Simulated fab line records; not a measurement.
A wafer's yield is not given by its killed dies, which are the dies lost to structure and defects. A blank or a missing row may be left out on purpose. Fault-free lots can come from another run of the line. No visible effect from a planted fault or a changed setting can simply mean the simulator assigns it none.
Struck lot and sound lot, side by side :: flow gf180mcu :: 43 steps out of a route of 602
Sound: the wafers L304.2, L304.3, L304.6. Wafers struck: L317.1, L317.3, L317.6. The cause comes at the end.
Order at every step that has rows: each side's tool, ch and its chambers, its first start. Under that, the readings that differ: sound wafers :: struck wafers :: difference of the means :: sigmas: that difference in standard deviations of wafers without a fault.
alike: words and numbers the same on both sides, and readings whose means are apart by under 2 such deviations; not compared: readings that were withheld, readings missing a value for some wafer, numbers with overlapping values and no deviation given by the record, and bounds like >300 which may hide the same value.
The two part at a step that has a row with sigmas, a row that says differs or no value, or rows on one side only. When numbers do not overlap yet have no deviation, they are printed without sigmas and do not part them. A reading that every wafer of one side lacks parts them only if that side has two wafers or more.

first, 1 step without rows for these wafers: GF_V3_ETCH_17 (etches SiO2 in C4F8/O2/Ar, stops on TiN, target depth 635 nm).
GF_V3_STRIP_18: strips in O2/N2.
  sound on plasma asher-01 ch 0, day 22 19:53; struck on plasma asher-01 ch 1, day 27 05:17
reading: drypump motor current A (A)
sound: 6.2 6.2 6.2
struck: 5.1 5.1 5.1
difference: -1.1
sigmas: -3

reading: heater power w (W)
sound: 243 246 246
struck: 339 335 335
difference: +91
sigmas: +3
  alike: n2 flow sccm, oes product au
  not compared: rf hours counter h
then, 2 steps without rows for these wafers: GF_V3_STRIP_19 (strips in post etch residue remover, time 1200 s); GF_V3_CLEAN_20 (cleans in DIW).
GF_V3_SPUTTER_21: material Ti, target thk 15 nm, time 80.02 s.
  sound: pvd sputter-04 at day 22 20:26; struck: pvd sputter-04 at day 27 05:51
  alike: cathode dc power W, throttle valve pct
then, 2 steps without rows for these wafers: GF_V3_SPUTTER_22 (material TiN, target thk 10 nm, time 40 s); GF_V3_CVD_23 (deposits W, target thk 350 nm, time 104.9 s).
GF_V3_RS_MEAS_24: measurement is done with a four-point probe.
  sound: film metro-03 at day 22 20:41; struck: film metro-02 at day 27 06:04
  alike: V3_W_RS
GF_V3_THK_MEAS_25: measures by xrf.
  sound: film metro-03 at day 22 20:47; struck: film metro-02 at day 27 06:11
reading: V3_W_THK (nm)
sound: 353 355 356
struck: 369 374 368
difference: +16
sigmas: +3
then, 1 step without rows for these wafers: GF_V3_CMP_26 (polishes, stops on SiO2, t overpolish 15 s, target thk 0 nm).
GF_M4_SPUTTER_00: material Ti, target thk 37.5 nm, time 150 s.
  sound: pvd sputter-03 at day 22 21:08; struck: pvd sputter-03 at day 27 06:49
  alike: cathode dc power W, throttle valve pct
then, 1 step without rows for these wafers: GF_M4_SPUTTER_01 (material TiN, target thk 30 nm, time 25 s).
GF_M4_SPUTTER_02: material AlCu, target thk 450 nm, time 23.9 s.
  sound: pvd sputter-03 at day 22 21:16; struck: pvd sputter-03 at day 27 06:56
  alike: cathode dc power W, throttle valve pct
GF_M4_SPUTTER_03: material Ti, target thk 10 nm, time 6.7 s.
  sound: pvd sputter-03 at day 22 21:18; struck: pvd sputter-03 at day 27 06:58
  alike: cathode dc power W, throttle valve pct
then, 1 step without rows for these wafers: GF_M4_SPUTTER_04 (material TiN, target thk 50 nm, time 41.7 s).
GF_M4_RS_MEAS_05: measurement is done with a four-point probe.
  sound: film metro-01 at day 22 21:23; struck: film metro-02 at day 27 07:02
  alike: M4_ALCU_RS
GF_M4_THK_MEAS_06: measures by xrf.
  sound: film metro-01 at day 22 21:29; struck: film metro-02 at day 27 07:09
  alike: M4_ALCU_THK
then, 7 steps without rows for these wafers: GF_M4_DEHYDRATE_07 (time 60 s); GF_M4_HMDS_08 (prime time 60 s); GF_M4_COAT_09 (resist thk 1000 nm); GF_M4_SOFTBAKE_10 (time 60 s); GF_M4_EXPOSE_11 (exposes mask Metal4, target cd 280 nm); GF_M4_PEB_12 (peb time 90 s); GF_M4_DEVELOP_13 (develop time 60 s).
GF_M4_CD_MEAS_14: target cd 280 nm.
  sound: cd sem-02 at day 23 19:28; struck: cd sem-01 at day 28 03:30
  alike: cd nm
GF_M4_OVL_MEAS_15:
  sound: overlay-01 at day 23 19:35; struck: overlay-01 at day 28 03:37
reading: M4_OVL (nm)
sound: -19 -6 -12
struck: -2 2 6
difference: +14
sigmas: +3
then, 5 steps without rows for these wafers: GF_M4_METAL_ETCH_16 (etches the open film in Cl2/BCl3, stops on SiO2, target depth 627.5 nm, time 104.6 s); GF_M4_STRIP_17 (strips in O2/N2); GF_M4_STRIP_18 (strips in post etch residue remover, time 1200 s); GF_M4_CLEAN_19 (cleans in DIW); GF_V4_CVD_00 (deposits SiO2, target thk 600 nm, time 100 s).
GF_V4_THK_MEAS_01:
  sound: film metro-04 at day 23 20:20; struck: film metro-04 at day 28 04:46
  alike: V4_CVD_00_THK
GF_V4_CVD_02: deposits SiO2 from TEOS, target thk 850 nm, time 94.851 s.
  sound on pecvd-01 ch 0,2, day 23 20:23; struck on pecvd-01 ch 1,2, day 28 04:49
  alike: heater power w
GF_V4_THK_MEAS_03:
  sound: film metro-02 at day 23 20:28; struck: film metro-01 at day 28 04:53
  alike: V4_CVD_02_THK
then, 1 step without rows for these wafers: GF_V4_CMP_04 (polishes SiO2).
GF_V4_BOW_MEAS_05:
  sound: film metro-04 at day 23 20:50; struck: film metro-04 at day 28 05:15
  alike: V4_BOW
then, 6 steps without rows for these wafers: GF_V4_DEHYDRATE_06 (time 60 s); GF_V4_HMDS_07 (prime time 60 s); GF_V4_COAT_08; GF_V4_COAT_09 (resist thk 1000 nm); GF_V4_SOFTBAKE_10 (time 60 s); GF_V4_EXPOSE_11 (exposes mask Via4, target cd 260 nm).
-- the record jumps here: 5 days lie between the struck wafers' starts before and after (it left off in module V4 and takes up again in module PASSIVATION, whose first step shown is number 602 of the route) --
GF_PASSIVATION_PROBE_99:
  record: rows for the struck wafers here (prober-01, day 33 00:36), none for the sound ones

## WHERE THEY PART
First at GF_V3_STRIP_18; last, within this record, at GF_PASSIVATION_PROBE_99.

WHY: what the simulator had put in
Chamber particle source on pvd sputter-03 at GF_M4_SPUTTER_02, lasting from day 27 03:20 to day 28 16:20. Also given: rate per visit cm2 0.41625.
